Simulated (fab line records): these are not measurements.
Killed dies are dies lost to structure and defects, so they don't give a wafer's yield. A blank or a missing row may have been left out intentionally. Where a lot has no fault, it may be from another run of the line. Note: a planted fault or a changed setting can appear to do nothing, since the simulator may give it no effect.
Which of the tools did it? :: flow gf180mcu :: route of 602 steps, sampled at 1 step: 12 lots, 36 wafers

== WHAT EACH GAUGE READ, for each wafer ==
GF_M1_OVL_MEAS_15.
lot: L075
measured: day 17 13:29
on: overlay-01
M1_OVL (nm): 11 11 4

lot: L077
measured: day 18 02:11
on: overlay-01
M1_OVL (nm): -2 1 1

lot: L079
measured: day 19 01:22
on: overlay-01
M1_OVL (nm): -12 -7 -10

lot: L081
measured: day 19 14:41
on: overlay-02
M1_OVL (nm): 2 3 0

lot: L083
measured: day 20 14:17
on: overlay-02
M1_OVL (nm): -2 -4 5

lot: L085
measured: day 21 10:26
on: overlay-01
M1_OVL (nm): -2 1 7

lot: L087
measured: day 21 23:01
on: overlay-02
M1_OVL (nm): 7 5 3

lot: L089
measured: day 23 00:41
on: overlay-01
M1_OVL (nm): -5 -8 1

lot: L091
measured: day 23 14:14
on: overlay-01
M1_OVL (nm): 6 4 5

lot: L093
measured: day 23 22:34
on: overlay-01
M1_OVL (nm): 7 0 4

lot: L095
measured: day 24 13:29
on: overlay-01
M1_OVL (nm): -1 -3 4

lot: L097
measured: day 25 04:11
on: overlay-02
M1_OVL (nm): -9 -2 -3

== WHAT TOOL EACH LOT RAN ON (gives the tool, then ch and the chambers of the sampled wafers, and finally the start) ==
Record: no process step prior to these readings.

== THE ANSWER, worked out from the rows above alone ==
Rule: the lots themselves supply what counts as usual. The widest of any qualifying gaps counts: lots, ordered by their means at a reading, are off when they make up no more than a third of the lots, leave a main group of 4 or more, and stand apart from it by 3 or more times the standard deviation of that group's means. A main group whose means are all the same, to the digits that the tables above print for the reading, isn't used. A lot without any number at a reading at which 4 lots or more have one is off too. Where the step has rows for the other lots, those lots are counted as sound.
None of the lots is off at any reading shown; this tells nothing.

== WHAT THE SIMULATOR HAD PUT IN ==
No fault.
